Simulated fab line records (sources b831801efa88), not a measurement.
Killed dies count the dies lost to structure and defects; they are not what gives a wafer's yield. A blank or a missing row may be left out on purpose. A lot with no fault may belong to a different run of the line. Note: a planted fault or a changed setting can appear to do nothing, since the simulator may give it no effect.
What tool caused it? || flow sky130 || 33 wafers sampled from 11 lots at 1 step of a route of 708

== WHAT THE GAUGES SHOWED, per wafer ==
SKY_VIA3_THK_MEAS_01.
{"lot": "L817", "measured": "day 39 15:11", "on": "film_metro-01", "VIA3_HDPCVD_THK (nm)": "1635 1648 1647"}
{"lot": "L818", "measured": "day 39 19:21", "on": "film_metro-03", "VIA3_HDPCVD_THK (nm)": "1649 1627 1629"}
{"lot": "L819", "measured": "day 39 23:19", "on": "film_metro-04", "VIA3_HDPCVD_THK (nm)": "1658 1670 1668"}
{"lot": "L821", "measured": "day 40 12:07", "on": "film_metro-01", "VIA3_HDPCVD_THK (nm)": "1656 1653 1657"}
{"lot": "L822", "measured": "day 40 22:59", "on": "film_metro-01", "VIA3_HDPCVD_THK (nm)": "1668 1637 1654"}
{"lot": "L823", "measured": "day 41 10:45", "on": "film_metro-03", "VIA3_HDPCVD_THK (nm)": "1661 1665 1673"}
{"lot": "L824", "measured": "day 41 16:32", "on": "film_metro-04", "VIA3_HDPCVD_THK (nm)": "1663 1664 1669"}
{"lot": "L826", "measured": "day 41 22:23", "on": "film_metro-01", "VIA3_HDPCVD_THK (nm)": "1662 1664 1670"}
{"lot": "L834", "measured": "day 44 08:01", "on": "film_metro-01", "VIA3_HDPCVD_THK (nm)": "1685 1696 1683"}
{"lot": "L835", "measured": "day 44 10:08", "on": "film_metro-01", "VIA3_HDPCVD_THK (nm)": "1652 1664 1652"}
{"lot": "L838", "measured": "day 45 05:40", "on": "film_metro-01", "VIA3_HDPCVD_THK (nm)": "1663 1673 1683"}

== TOOL THAT RAN EACH LOT (tool first, then ch and the chambers of the sampled wafers, then the start) ==
Record: no process step prior to these readings.

== AS READ BY THE TOOLS THEMSELVES (means over the sampled wafers that have a number; for cases with no such wafer, the mark the record gives instead) ==
The record holds no such reading with a usual standard deviation.

== THE ANSWER, worked out from the rows above alone ==
Rule: usual is defined by the lots themselves. Put in order of their means at a reading, lots are off if they are a third of the lots or fewer, leave a main group of 4 or more, and stand apart from it by a gap of 3 or more times the standard deviation of the main group's means; of several such gaps the widest counts. The tables above print the reading to a certain number of digits; a main group whose means all agree to those digits is not used. Also off: a lot with no number at a reading for which 4 or more lots have one. All remaining lots with rows at the step are treated as sound. Order of review: gauges by route order, followed by the tools' own readings, for which a lot's mean as printed above is used. At the first step where some lot is off, the reading lying furthest off is the one used; lots without a number count as furthest.
Across all readings shown, no lot is off: no conclusion can be drawn from this.

== WHAT THE SIMULATOR HAD INSERTED ==
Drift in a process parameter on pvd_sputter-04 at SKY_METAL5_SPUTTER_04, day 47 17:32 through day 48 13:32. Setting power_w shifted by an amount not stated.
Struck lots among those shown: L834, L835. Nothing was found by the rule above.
